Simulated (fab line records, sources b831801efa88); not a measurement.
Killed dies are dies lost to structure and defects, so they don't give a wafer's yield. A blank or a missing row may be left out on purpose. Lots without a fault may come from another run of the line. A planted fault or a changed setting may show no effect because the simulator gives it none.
fab line records | flow sky130
record lots=6 wafers=18 last_day=50
route steps=708 shown VIA2@527 METAL3@532 CAPM@537 PAD_OPEN@708
lots that met no fault: from a run of the same line without faults
start_h: hours from the record's first day to the start of the lot's first wafer shown | wait_h: hours since the lot's step before | " the same as in the row above | L1.1+2: a row that stands for several wafers | - no value, or no start given | * or withheld: withheld | < > ~ a bound
route shown NAME@n: a module of which the file shows steps, and the number in the route of the first | usual: mean/standard deviation of fault-free wafers | same: alike in all rows | chamber/n: place in a boat | sites: the reading at each site | _std_site: their standard deviation | _edge_site: outer sites' mean less inner sites' | radius_mm: how far each site lies from the wafer's centre | mask NAME#n: copy n | behind: the tool/chamber that last shaped the wafer | hold: why the lot was held/for how many hours/how that ended | device: the transistor (n, p or np) that didn't switch | end of line: the same wafers' tests at the end of the route | a step without rows: its recipe alone | killed: dies lost to structure and defects at the first sort, not the wafer's yield | map: a wafer's dies, x killed, . not, _ none there
set.NAME: the setting as run; set.NAME@STEP: as run at that earlier step | model.NAME: the simulator's own value behind a step, which no gauge read
lots at some steps of the route; a table a step, a row a wafer
services: from which hour (start_h, from the record's first day; less than 0 if before it) a tool's chamber was out of use, for how many hours, and why
## steps
# step SKY_VIA2_SPUTTER_20
# recipe material=TiN target_thk_nm=20 chamber_pressure_pa=4.881 power_w=4000 time_s=80
# usual chamber_pressure_pa=4.880/0.0088 throttle_valve_pct=30.0/1.1
# columns lot.wafer tool chamber start_h wait_h chamber_pressure_pa throttle_valve_pct
L789.1 pvd_sputter-03 - 914.13 0.0 4.884 28.9
L789.2 " - " " 4.879 31.6
L789.4 " - " " 4.875 31.8
L793.1 pvd_sputter-01 - 935.21 0.0 4.882 30.4
L793.3 " - " " 4.873 28.7
L793.5 " - " " 4.868 28.6
L796.2 pvd_sputter-01 - 968.98 0.0 4.877 31.6
L796.4 " - " " 4.877 28.6
L796.5 " - " " 4.878 28.4
L798.2 pvd_sputter-03 - 974.81 0.0 4.869 30.3
L798.3 " - " " 4.891 31.4
L798.5 " - " " 4.894 29.9
L799.1 pvd_sputter-03 - 977.30 0.0 4.880 28.8
L799.5 " - " " 4.869 29.7
L799.6 " - " " 4.886 28.5
L804.2 pvd_sputter-02 - 1009.32 0.0 4.889 29.7
L804.4 " - " " 4.873 30.2
L804.6 " - " " 4.866 31.0
# step SKY_VIA2_CVD_21
# recipe material=W target_thk_nm=420 time_s=126.4 temp_c=400 pressure_torr=40
# step SKY_VIA2_RS_MEAS_22
# recipe thk_meas_gauge=four-point-probe reads=W_of_VIA2_CVD_21+TiN_of_VIA2_SPUTTER_20
# usual VIA2_W_RS=0.274/0.0035
# columns lot.wafer tool chamber start_h wait_h VIA2_W_RS[ohm/sq]
L789.1 film_metro-03 - 914.32 0.1 0.279
L789.2 " - " " 0.271
L789.4 " - " " 0.275
L793.1 film_metro-03 - 935.40 0.1 0.276
L793.3 " - " " 0.274
L793.5 " - " " 0.276
L796.2 film_metro-02 - 969.20 0.1 0.277
L796.4 " - " " 0.273
L796.5 " - " " 0.271
L798.2 film_metro-02 - 975.02 0.1 0.278
L798.3 " - " " 0.272
L798.5 " - " " 0.280
L799.1 film_metro-02 - 977.49 0.1 0.277
L799.5 " - " " 0.274
L799.6 " - " " 0.280
L804.2 film_metro-01 - 1009.54 0.1 0.274
L804.4 " - " " 0.272
L804.6 " - " " 0.275
# step SKY_VIA2_THK_MEAS_23
# recipe thk_meas_gauge=xrf reads=W_of_VIA2_CVD_21
# usual VIA2_W_THK=429/7.1
# columns lot.wafer tool chamber start_h wait_h VIA2_W_THK[nm]
L789.1 film_metro-03 - 914.44 0.1 421
L789.2 " - " " 429
L789.4 " - " " 422
L793.1 film_metro-03 - 935.52 0.1 426
L793.3 " - " " 428
L793.5 " - " " 422
L796.2 film_metro-02 - 969.31 0.1 430
L796.4 " - " " 433
L796.5 " - " " 439
L798.2 film_metro-02 - 975.13 0.1 426
L798.3 " - " " 436
L798.5 " - " " 425
L799.1 film_metro-02 - 977.61 0.1 426
L799.5 " - " " 433
L799.6 " - " " 423
L804.2 film_metro-01 - 1009.65 0.1 425
L804.4 " - " " 433
L804.6 " - " " 427
# step SKY_VIA2_CMP_24
# recipe stop_on=SiO2 t_overpolish_s=20 down_force_psi=3.5 platen_rpm=60 target_thk_nm=0 pad_velocity_m_s=0.94248
# step SKY_METAL3_SPUTTER_00
# recipe material=Ti target_thk_nm=15 power_w=3000 time_s=10 chamber_pressure_pa=0.4
# usual chamber_pressure_pa=0.4001/0.00078 throttle_valve_pct=30.2/1.1
# columns lot.wafer tool chamber start_h wait_h chamber_pressure_pa throttle_valve_pct
L789.1 pvd_sputter-04 - 914.80 0.2 0.4008 31.0
L789.2 " - " " 0.3999 30.0
L789.4 " - " " 0.4014 30.0
L793.1 pvd_sputter-04 - 935.88 0.1 0.3996 30.0
L793.3 " - " " 0.3998 30.1
L793.5 " - " " 0.4012 31.5
L796.2 pvd_sputter-04 - 969.66 0.1 0.3992 31.1
L796.4 " - " " 0.4007 31.6
L796.5 " - " " 0.4008 31.6
L798.2 pvd_sputter-03 - 975.48 0.1 0.4007 30.3
L798.3 " - " " 0.4012 29.8
L798.5 " - " " 0.4000 30.7
L799.1 pvd_sputter-01 - 977.97 0.1 0.4012 28.8
L799.5 " - " " 0.4008 30.2
L799.6 " - " " 0.4012 28.8
L804.2 pvd_sputter-04 - 1010.00 0.2 0.3989 31.7
L804.4 " - " " 0.4001 30.8
L804.6 " - " " 0.3986 29.9
# step SKY_METAL3_SPUTTER_01
# recipe material=TiN target_thk_nm=20 power_w=6500 time_s=16.7 chamber_pressure_pa=0.4
# step SKY_METAL3_SPUTTER_02
# recipe material=AlCu target_thk_nm=735 power_w=10600 time_s=39.1 chamber_pressure_pa=0.4
# step SKY_METAL3_SPUTTER_03
# recipe material=Ti target_thk_nm=5 power_w=3000 time_s=3.3 chamber_pressure_pa=0.4
# usual chamber_pressure_pa=0.3999/0.00075 throttle_valve_pct=30.2/1.1
# columns lot.wafer tool chamber start_h wait_h chamber_pressure_pa throttle_valve_pct
L789.1 pvd_sputter-04 - 914.89 0.0 0.3989 31.1
L789.2 " - " " 0.4000 29.8
L789.4 " - " " 0.3994 30.0
L793.1 pvd_sputter-04 - 935.97 0.0 0.4003 30.1
L793.3 " - " " 0.3989 29.8
L793.5 " - " " 0.3993 31.5
L796.2 pvd_sputter-04 - 969.74 0.0 0.3999 31.0
L796.4 " - " " 0.3983 31.7
L796.5 " - " " 0.3996 31.7
L798.2 pvd_sputter-03 - 975.56 0.0 0.3982 30.4
L798.3 " - " " 0.3998 29.9
L798.5 " - " " 0.3986 30.1
L799.1 pvd_sputter-01 - 978.06 0.0 0.3999 28.4
L799.5 " - " " 0.4006 30.3
L799.6 " - " " 0.4005 28.8
L804.2 pvd_sputter-04 - 1010.08 0.0 0.4001 31.7
L804.4 " - " " 0.3995 30.8
L804.6 " - " " 0.3994 30.0
# step SKY_METAL3_SPUTTER_04
# recipe material=TiN target_thk_nm=70 power_w=6500 time_s=58.3 chamber_pressure_pa=0.4
# step SKY_CAPM_CVD_00
# recipe material=SiO2 target_thk_nm=15.5 temp_c=400 time_s=withheld rf_w=450
# usual heater_power_w=707/83
# columns lot.wafer tool chamber start_h wait_h heater_power_w
L789.1 pecvd-03 1 914.95 0.0 613
L789.2 " 2 " " 684
L789.4 " 2 " " 679
L793.1 pecvd-04 1 936.04 0.0 783
L793.3 " 0 " " 809
L793.5 " 1 " " 757
L796.2 pecvd-04 0 969.81 0.0 689
L796.4 " 0 " " 699
L796.5 " 1 " " 821
L798.2 pecvd-03 2 975.63 0.0 727
L798.3 " 1 " " 747
L798.5 " 0 " " 710
L799.1 pecvd-04 0 978.13 0.0 742
L799.5 " 1 " " 798
L799.6 " 0 " " 776
L804.2 pecvd-04 0 1010.15 0.0 653
L804.4 " 2 " " 704
L804.6 " 0 " " 655
# step SKY_CAPM_THK_MEAS_01
# recipe reads=SiO2_of_CAPM_CVD_00
# usual CAPM_CVD_00_THK=15.51/0.23
# columns lot.wafer tool chamber start_h wait_h CAPM_CVD_00_THK[nm]
L789.1 film_metro-02 - 914.98 - 15.17
L789.2 " - " " 15.42
L789.4 " - " " 15.78
L793.1 film_metro-02 - 936.07 - 15.32
L793.3 " - " " 15.75
L793.5 " - " " 15.64
L796.2 film_metro-04 - 969.84 - 15.57
L796.4 " - " " 15.84
L796.5 " - " " 15.45
L798.2 film_metro-01 - 975.66 - 15.27
L798.3 " - " " 14.99
L798.5 " - " " 15.59
L799.1 film_metro-01 - 978.15 - 15.39
L799.5 " - " " 15.38
L799.6 " - " " 15.38
L804.2 film_metro-01 - 1010.18 - 15.40
L804.4 " - " " 15.57
L804.6 " - " " 15.81
# step SKY_CAPM_SPUTTER_02
# recipe material=TiN target_thk_nm=200 temp_c=300 power_w=6500 time_s=166.7 chamber_pressure_pa=0.4
# usual chamber_pressure_pa=0.4000/0.00078 throttle_valve_pct=30.2/0.87
# columns lot.wafer tool chamber start_h wait_h chamber_pressure_pa throttle_valve_pct model.TiN_of_CAPM_SPUTTER_02.thk_nm
L789.1 pvd_sputter-02 - 915.04 0.1 0.3992 29.7 196.1
L789.2 " - " " 0.4006 30.9 199.9
L789.4 " - " " 0.3995 30.0 198
L793.1 pvd_sputter-02 - 936.13 0.1 0.3998 30.1 203.6
L793.3 " - " " 0.4005 29.8 201.4
L793.5 " - " " 0.3997 30.9 204.6
L796.2 pvd_sputter-03 - 969.89 0.0 0.4004 28.6 200.1
L796.4 " - " " 0.3993 29.7 202.5
L796.5 " - " " 0.4007 30.1 199.9
L798.2 pvd_sputter-02 - 975.71 0.0 0.4001 30.0 197.1
L798.3 " - " " 0.3992 29.2 243
L798.5 " - " " 0.3987 31.2 198.3
L799.1 pvd_sputter-02 - 978.21 0.1 0.3997 31.2 203.4
L799.5 " - " " 0.3994 31.4 204.3
L799.6 " - " " 0.4007 29.6 250.4
L804.2 pvd_sputter-03 - 1010.23 0.0 0.3998 29.6 202
L804.4 " - " " 0.3984 30.4 199
L804.6 " - " " 0.3992 31.8 200.5
# step SKY_CAPM_RS_MEAS_03
# recipe thk_meas_gauge=four-point-probe reads=TiN_of_CAPM_SPUTTER_02
# usual CAPM_TIN_RS=6.88/0.078
# columns lot.wafer tool chamber start_h wait_h CAPM_TIN_RS[ohm/sq]
L789.1 film_metro-01 - 915.14 0.1 7.05
L789.2 " - " " 6.93
L789.4 " - " " 6.99
L793.1 film_metro-01 - 936.24 0.1 6.78
L793.3 " - " " 6.86
L793.5 " - " " 6.74
L796.2 film_metro-02 - 970.02 0.1 6.90
L796.4 " - " " 6.80
L796.5 " - " " 6.91
L798.2 film_metro-02 - 975.84 0.1 7.02
L798.3 " - " " 5.66
L798.5 " - " " 6.97
L799.1 film_metro-01 - 978.35 0.1 6.79
L799.5 " - " " 6.76
L799.6 " - " " 5.49
L804.2 film_metro-02 - 1010.36 0.1 6.84
L804.4 " - " " 6.96
L804.6 " - " " 6.89
# step SKY_CAPM_THK_MEAS_04
# recipe thk_meas_gauge=xrf reads=TiN_of_CAPM_SPUTTER_02
# usual CAPM_TIN_THK=201.1/2.3
# columns lot.wafer tool chamber start_h wait_h CAPM_TIN_THK[nm]
L789.1 film_metro-01 - 915.26 0.1 196.5
L789.2 " - " " 200.0
L789.4 " - " " 198.1
L793.1 film_metro-01 - 936.36 0.1 203.0
L793.3 " - " " 201.0
L793.5 " - " " 203.8
L796.2 film_metro-02 - 970.13 0.1 200.7
L796.4 " - " " 203.9
L796.5 " - " " 201.7
L798.2 film_metro-02 - 975.95 0.1 197.8
L798.3 " - " " 245.4
L798.5 " - " " 199.4
L799.1 film_metro-01 - 978.47 0.1 202.8
L799.5 " - " " 203.8
L799.6 " - " " 250.3
L804.2 film_metro-02 - 1010.47 0.1 202.7
L804.4 " - " " 199.6
L804.6 " - " " 201.0
# step SKY_CAPM_DEHYDRATE_05
# recipe temp_c=200 time_s=60
# step SKY_CAPM_HMDS_06
# recipe prime_time_s=60 prime_temp_c=120
# step SKY_CAPM_COAT_07
# recipe resist=NOVOLAK spin_rpm=3000 resist_thk_nm=1140
# step SKY_CAPM_SOFTBAKE_08
# recipe temp_c=90 time_s=60 resist=NOVOLAK
# step SKY_CAPM_EXPOSE_09
# recipe mask_id=CAPM na=0.6 source_shape=conventional sigma_outer=0.6 polarization=unpolarized target_cd_nm=1000 dose_mj=159
# step SKY_CAPM_PEB_10
# recipe temp_c=withheld time_s=* resist=NOVOLAK
# step SKY_CAPM_DEVELOP_11
# recipe resist=NOVOLAK developer=TMAH develop_time_s=60 dev_temp_c=23
# step SKY_CAPM_OVL_MEAS_12
# usual CAPM_OVL=0.9/1.3
# columns lot.wafer tool chamber start_h wait_h CAPM_OVL[nm]
L789.1 overlay-01 - 940.05 0.1 1.1
L789.2 " - " " 3.0
L789.4 " - " " 1.6
L793.1 overlay-02 - 961.50 0.1 -0.1
L793.3 " - " " -0.6
L793.5 " - " " -0.6
L796.2 overlay-01 - 994.54 0.1 1.2
L796.4 " - " " 1.4
L796.5 " - " " 0.6
L798.2 overlay-02 - 999.50 0.1 -0.1
L798.3 " - " " 0.2
L798.5 " - " " -2.6
L799.1 overlay-01 - 1001.88 0.1 -0.3
L799.5 " - " " 1.8
L799.6 " - " " 0.9
L804.2 overlay-01 - 1032.79 0.1 1.7
L804.4 " - " " 0.5
L804.6 " - " " 1.7
# step SKY_CAPM_METAL_ETCH_13
# recipe target_depth_nm=220 stop_on=SiO2 chemistry=Cl2/BCl3 target=TiN pressure_mtorr=10 icp_w=900 bias_w=48.5 Cl2_flow_sccm=60 bcl3_flow_sccm=30 time_s=62.9
# usual drypump_motor_current_A=5.6/0.44 he_backside_leak_sccm=3.34/0.25 oes_product_au=0.943/0.0085 throttle_valve_pct=21.899/0.011
# columns lot.wafer tool chamber start_h wait_h drypump_motor_current_A he_backside_leak_sccm oes_product_au rf_hours_counter_h throttle_valve_pct
L789.1 rie_metal-02 1 940.08 0.0 6.2 3.08 0.934 11 21.919
L789.2 " 0 " " 6.1 2.94 0.938 22 21.901
L789.4 " 1 " " 6.2 3.36 0.948 - 21.934
L793.1 rie_metal-02 1 961.54 0.0 6.2 3.06 0.946 12 21.883
L793.3 " 1 " " 6.2 3.00 0.945 - 21.903
L793.5 " 1 " " 6.2 3.03 0.959 - 21.878
L796.2 rie_metal-03 0 994.57 0.0 5.1 3.04 0.943 14 21.909
L796.4 " 1 " " 5.1 3.58 0.946 - 21.879
L796.5 " 0 " " 5.1 3.09 0.951 - 21.913
L798.2 rie_metal-03 0 999.53 0.0 5.1 3.53 0.934 14 21.884
L798.3 " 1 " " 5.1 3.70 0.994 - 21.854
L798.5 " 1 " " 5.1 3.73 0.935 - 21.917
L799.1 rie_metal-03 0 1001.92 0.0 5.1 3.08 0.953 14 21.894
L799.5 " 1 " " 5.2 3.49 0.954 - 21.885
L799.6 " 0 " " 5.1 2.96 1.008 - 21.853
L804.2 rie_metal-03 0 1032.82 0.0 5.2 3.38 0.942 16 21.890
L804.4 " 0 " " 5.1 3.23 0.936 - 21.886
L804.6 " 1 " " 5.1 3.81 0.943 - 21.920
# step SKY_CAPM_STRIP_14
# recipe chemistry=O2/N2 power_w=1400 pressure_mtorr=1500 platen_temp_c=withheld o2_flow_sccm=3000 n2_flow_sccm=300 overash_fraction=0.5
# usual drypump_motor_current_A=5.89/0.3 oes_product_au=0.710/0.0047 strip_time_to_endpoint_s=12.65/0.047
# columns lot.wafer tool chamber start_h wait_h drypump_motor_current_A oes_product_au rf_hours_counter_h strip_time_to_endpoint_s
L789.1 plasma_asher-02 0 940.16 0.1 5.67 0.703 76 12.62
L789.2 " 1 " " 6.33 0.715 76 12.65
L789.4 " 0 " " 5.66 0.709 - 12.63
L793.1 plasma_asher-02 0 961.69 0.1 5.70 0.713 77 12.68
L793.3 " 1 " " 6.34 0.720 - 12.64
L793.5 " 1 " " 6.34 0.714 - 12.64
L796.2 plasma_asher-04 1 994.64 0.1 5.64 0.704 56 12.62
L796.4 " 1 " " 5.65 0.703 - 12.67
L796.5 " 0 " " 6.23 0.705 - 12.59
L798.2 plasma_asher-02 0 999.61 0.1 5.69 0.706 81 12.66
L798.3 " 0 " " 5.69 0.712 - 12.67
L798.5 " 0 " " 5.69 0.705 - 12.68
L799.1 plasma_asher-03 1 1001.99 0.1 5.64 0.704 119 12.63
L799.5 " 0 " " 5.70 0.703 - 12.63
L799.6 " 1 " " 5.61 0.711 - 12.58
L804.2 plasma_asher-03 1 1032.89 0.1 5.64 0.718 123 12.72
L804.4 " 1 " " 5.61 0.705 - 12.74
L804.6 " 0 " " 5.64 0.707 - 12.73
# step SKY_CAPM_STRIP_15
# recipe chemistry=post_etch_residue_remover time_s=1200 temp_c=72.5
# columns lot.wafer tool chamber start_h wait_h model.TiN_of_CAPM_SPUTTER_02.thk_nm
L789.1 wet_bench-03 1 940.26 0.1 195.7
L789.2 " 1 " " 199.5
L789.4 " 1 " " 197.6
L793.1 wet_bench-03 2 961.79 0.1 203.2
L793.3 " 2 " " 201
L793.5 " 2 " " 204.2
L796.2 wet_bench-03 2 994.74 0.1 199.7
L796.4 " 2 " " 202.1
L796.5 " 2 " " 199.5
L798.2 wet_bench-04 2 999.71 0.1 196.6
L798.3 " 2 " " 242.5
L798.5 " 2 " " 197.9
L799.1 wet_bench-04 3 1002.09 0.1 203
L799.5 " 3 " " 203.9
L799.6 " 3 " " 250
L804.2 wet_bench-03 0 1032.99 0.1 201.5
L804.4 " 0 " " 198.6
L804.6 " 0 " " 200
# step SKY_CAPM_CLEAN_16
# recipe chemistry=IPA time_s=180 temp_c=25
# step SKY_PAD_OPEN_PROBE_99
# usual defect_limited_yield=82.5/2.2 killed_at_M0_to_M3=43/7.5 killed_at_M4_up=3.2/1.9 killed_at_contacts=24/5.6 killed_at_front_end=15/4.8 killed_at_other=0.2/0.54 killed_dies=86/11 killed_on_rim=17/3.6 killed_open=47/7.6 killed_short=39/7.1 sort_bin_3_pad_short=0.8/0.36 sort_bin_5_function=10.4/1.6 sort_bin_6_memory=6.3/1.3 sort_n_pass=406/11 sort_yield_pct=82.5/2.2
# same gross_dies=492 killed_at_back_side=0 sort_bin_4_leakage[%]=0 sort_bin_8_speed[%]=0
# columns lot.wafer tool chamber start_h wait_h defect_limited_yield[%] killed_at_M0_to_M3 killed_at_M4_up killed_at_contacts killed_at_front_end killed_at_other killed_dies killed_on_rim killed_open killed_short sort_bin_3_pad_short[%] sort_bin_5_function[%] sort_bin_6_memory[%] sort_n_pass sort_yield_pct[%]
L789.1 prober-01 - 1130.93 0.1 85.4 30 5 23 13 1 72 15 44 28 1.0 8.1 5.5 420 85.4
L789.2 prober-01 - 1130.98 0.1 83.5 43 5 26 6 1 81 14 39 42 1.0 11.0 4.5 411 83.5
L789.4 prober-01 - 1131.08 0.2 82.7 46 3 18 18 0 85 16 37 48 1.2 9.6 6.5 407 82.7
L793.1 prober-01 - 1150.65 0.1 82.1 45 3 20 20 0 88 16 51 37 0.6 10.6 6.7 404 82.1
L793.3 prober-01 - 1150.75 0.2 79.7 55 7 26 12 0 100 21 57 43 0.8 12.6 6.9 392 79.7
L793.5 prober-01 - 1150.85 0.2 83.7 40 2 30 8 0 80 19 36 44 0.6 10.0 5.7 412 83.7
L798.3 prober-02 - 1177.64 0.2 0 38 1 21 17 415 492 96 33 45 84.6 11.0 4.5 0 0
L799.6 prober-01 - 1181.00 0.2 0 60 2 26 10 394 492 96 48 50 81.3 13.2 5.5 0 0
L804.2 prober-02 - 1203.82 0.1 81.5 48 3 17 22 1 91 16 49 42 1.0 12.2 5.3 401 81.5
L804.4 prober-02 - 1203.92 0.2 80.9 48 6 25 15 0 94 20 51 43 0.8 11.0 7.3 398 80.9
L804.6 prober-02 - 1204.02 0.2 80.7 41 1 33 20 0 95 18 52 43 1.4 11.0 6.9 397 80.7
# killed by level:class
L789.1 CONTACT:geometric_particle:open=8 VIA3:geometric_particle:open=7 FIELD_ISO:geometric_particle:open=6 LI_CONTACT:geometric_particle:open=6 VIA1:geometric_particle:open=6 LOCAL_INTERCONNECT:geometric_particle:short=5 CONTACT:geometric_particle:short=4 VIA2:geometric_particle:open=4
L789.2 LI_CONTACT:geometric_particle:open=10 VIA1:geometric_particle:open=8 METAL3:geometric_particle:short=8 VIA3:geometric_particle:open=8 METAL2:geometric_particle:short=6 CONTACT:geometric_particle:open=5 CONTACT:geometric_particle:short=5 METAL4:geometric_particle:short=4
L789.4 VIA2:geometric_particle:short=8 VIA1:geometric_particle:open=8 LOCAL_INTERCONNECT:geometric_particle:short=6 CONTACT:geometric_particle:open=6 METAL1:geometric_particle:short=5 METAL2:geometric_particle:short=5 VIA3:geometric_particle:open=5 FIELD_ISO:geometric_particle:open=4
L793.1 VIA1:geometric_particle:open=11 METAL2:geometric_particle:short=11 LI_CONTACT:geometric_particle:open=8 FIELD_ISO:geometric_particle:open=7 VIA2:geometric_particle:open=7 CONTACT:geometric_particle:open=6 POLY_GATE:geometric_particle:open=4 VIA3:geometric_particle:open=4
L793.3 VIA1:geometric_particle:open=16 CONTACT:geometric_particle:open=10 VIA2:geometric_particle:open=10 VIA3:geometric_particle:open=8 VIA1:geometric_particle:short=6 METAL1:geometric_particle:short=6 METAL3:geometric_particle:short=6 POLY_GATE:geometric_particle:open=5
L793.5 CONTACT:geometric_particle:open=11 CONTACT:geometric_particle:short=8 VIA2:geometric_particle:open=8 METAL2:geometric_particle:short=7 VIA1:geometric_particle:short=7 LI_CONTACT:geometric_particle:open=5 METAL1:geometric_particle:short=5 VIA1:geometric_particle:open=5
L798.3 CAPM:area_etch=414 LI_CONTACT:geometric_particle:open=11 METAL2:geometric_particle:short=9 POLY_GATE:geometric_particle:short=8 VIA1:geometric_particle:open=6 METAL1:geometric_particle:short=5 LOCAL_INTERCONNECT:geometric_particle:short=4 CONTACT:geometric_particle:open=4
L799.6 CAPM:area_etch=394 VIA1:geometric_particle:open=12 LI_CONTACT:geometric_particle:open=8 VIA2:geometric_particle:short=8 METAL2:geometric_particle:short=8 METAL1:geometric_particle:short=7 LOCAL_INTERCONNECT:geometric_particle:short=6 VIA3:geometric_particle:open=6
L804.2 VIA1:geometric_particle:short=9 VIA3:geometric_particle:open=9 VIA1:geometric_particle:open=8 FIELD_ISO:geometric_particle:open=6 LI_CONTACT:geometric_particle:open=5 LOCAL_INTERCONNECT:geometric_particle:short=5 VIA2:geometric_particle:open=5 FIELD_ISO:geometric_particle:short=4
L804.4 VIA1:geometric_particle:open=14 CONTACT:geometric_particle:open=12 VIA3:geometric_particle:open=7 LI_CONTACT:geometric_particle:open=6 METAL4:geometric_particle:short=6 FIELD_ISO:geometric_particle:short=5 VIA2:geometric_particle:open=5 POLY_GATE:geometric_particle:short=4
L804.6 VIA1:geometric_particle:open=12 CONTACT:geometric_particle:open=12 VIA2:geometric_particle:open=9 LI_CONTACT:geometric_particle:open=7 POLY_GATE:geometric_particle:short=7 POLY_GATE:geometric_particle:open=6 LI_CONTACT:geometric_particle:short=6 CONTACT:geometric_particle:short=5
# map L798.3 (x killed, . not)
__________xxxxxxxxxx_________
________xxxxxxxxxxxxxx_______
______xxxxxxxxxxxxxxxxxx_____
_____xxxxxxxxxxxxxxxxxxxx____
____xxxxxxxxxxxxxxxxxxxxxx___
___xxxxxxxxxxxxxxxxxxxxxxxx__
__xxxxxxxxxxxxxxxxxxxxxxxxxx_
_xxxxxxxxxxxxxxxxxxxxxxxxxxxx
_xxxxxxxxxxxxxxxxxxxxxxxxxxxx
_xxxxxxxxxxxxxxxxxxxxxxxxxxxx
_xxxxxxxxxxxxxxxxxxxxxxxxxxxx
_xxxxxxxxxxxxxxxxxxxxxxxxxxxx
_xxxxxxxxxxxxxxxxxxxxxxxxxxxx
_xxxxxxxxxxxxxxxxxxxxxxxxxxxx
_xxxxxxxxxxxxxxxxxxxxxxxxxxxx
__xxxxxxxxxxxxxxxxxxxxxxxxxx_
___xxxxxxxxxxxxxxxxxxxxxxxx__
____xxxxxxxxxxxxxxxxxxxxxx___
_____xxxxxxxxxxxxxxxxxxxx____
______xxxxxxxxxxxxxxxxxx_____
________xxxxxxxxxxxxxx_______
__________xxxxxxxxxx_________
# map L799.6 (x killed, . not)
__________xxxxxxxxxx_________
________xxxxxxxxxxxxxx_______
______xxxxxxxxxxxxxxxxxx_____
_____xxxxxxxxxxxxxxxxxxxx____
____xxxxxxxxxxxxxxxxxxxxxx___
___xxxxxxxxxxxxxxxxxxxxxxxx__
__xxxxxxxxxxxxxxxxxxxxxxxxxx_
_xxxxxxxxxxxxxxxxxxxxxxxxxxxx
_xxxxxxxxxxxxxxxxxxxxxxxxxxxx
_xxxxxxxxxxxxxxxxxxxxxxxxxxxx
_xxxxxxxxxxxxxxxxxxxxxxxxxxxx
_xxxxxxxxxxxxxxxxxxxxxxxxxxxx
_xxxxxxxxxxxxxxxxxxxxxxxxxxxx
_xxxxxxxxxxxxxxxxxxxxxxxxxxxx
_xxxxxxxxxxxxxxxxxxxxxxxxxxxx
__xxxxxxxxxxxxxxxxxxxxxxxxxx_
___xxxxxxxxxxxxxxxxxxxxxxxx__
____xxxxxxxxxxxxxxxxxxxxxx___
_____xxxxxxxxxxxxxxxxxxxx____
______xxxxxxxxxxxxxxxxxx_____
________xxxxxxxxxxxxxx_______
__________xxxxxxxxxx_________
## services
# columns tool chamber start_h hours kind
plasma_asher-03 - 890.21 1.0 repair
pvd_sputter-03 0 897.23 - consumable_replace:kit
pvd_sputter-03 0 897.23 18.0 scheduled_down
pvd_sputter-03 0 897.23 18.0 vent_cycle
pvd_sputter-02 - 900.47 3.7 repair
pvd_sputter-02 - 903.01 5.2 repair
pecvd-03 - 907.08 1.7 repair
pecvd-04 1 919.40 16.5 scheduled_down
pecvd-03 - 925.94 0.3 repair
pvd_sputter-02 - 927.52 1.5 repair
pecvd-04 2 934.60 18.8 repair
pvd_sputter-03 - 950.54 4.1 repair
pecvd-03 1 953.40 2.1 scheduled_down
plasma_asher-02 - 953.58 6.3 repair
rie_metal-02 0 960.44 - clean
pvd_sputter-02 - 966.98 1.5 repair
pecvd-03 - 992.13 6.0 pm
pvd_sputter-04 1 996.93 - consumable_replace:kit
pvd_sputter-04 1 996.93 18.0 scheduled_down
pvd_sputter-04 1 996.93 18.0 vent_cycle
pvd_sputter-01 - 1018.39 15.8 repair
pvd_sputter-02 1 1027.06 - consumable_replace:kit
pvd_sputter-02 1 1027.06 18.0 scheduled_down
pvd_sputter-02 1 1027.06 18.0 vent_cycle
## key
first_sign step=SKY_CAPM_RS_MEAS_03 reading=CAPM_TIN_RS direction=down sigmas=17 usual=6.88 struck=5.58
effect step=SKY_CAPM_THK_MEAS_04 reading=CAPM_TIN_THK direction=up sigmas=20 usual=201.1 struck=247.9
effect step=SKY_CAPM_METAL_ETCH_13 reading=oes_product_au direction=up sigmas=6.8 usual=0.943 struck=1.001
effect step=SKY_PAD_OPEN_PROBE_99 reading=killed_at_other direction=up sigmas=99+ usual=0.2 struck=404.5
model_effect step=SKY_CAPM_SPUTTER_02 value=TiN_of_CAPM_SPUTTER_02.thk_nm without=199.6 struck=246.7
model_effect step=SKY_CAPM_STRIP_15 value=TiN_of_CAPM_SPUTTER_02.thk_nm without=199.2 struck=246.3
more_kills_born_at SKY_CAPM_METAL_ETCH_13@rie_metal-03=808
met_at SKY_CAPM_SPUTTER_02
struck_wafers L798.3,L799.6
later_rows_left_out L798.3,L799.6
fault kind=process_parameter_drift tool=pvd_sputter-02 chamber=- onset_h=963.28 steps=SKY_CAPM_SPUTTER_02 channel=target_thk_nm offset=47.067 shape=step end_h=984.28 acts_in=these_recipes_only stated=200 scope=struck_wafers_only
# later_rows_left_out: the simulator's readings of these wafers behind a module that went badly wrong aren't trusted and aren't shown, but for the sort
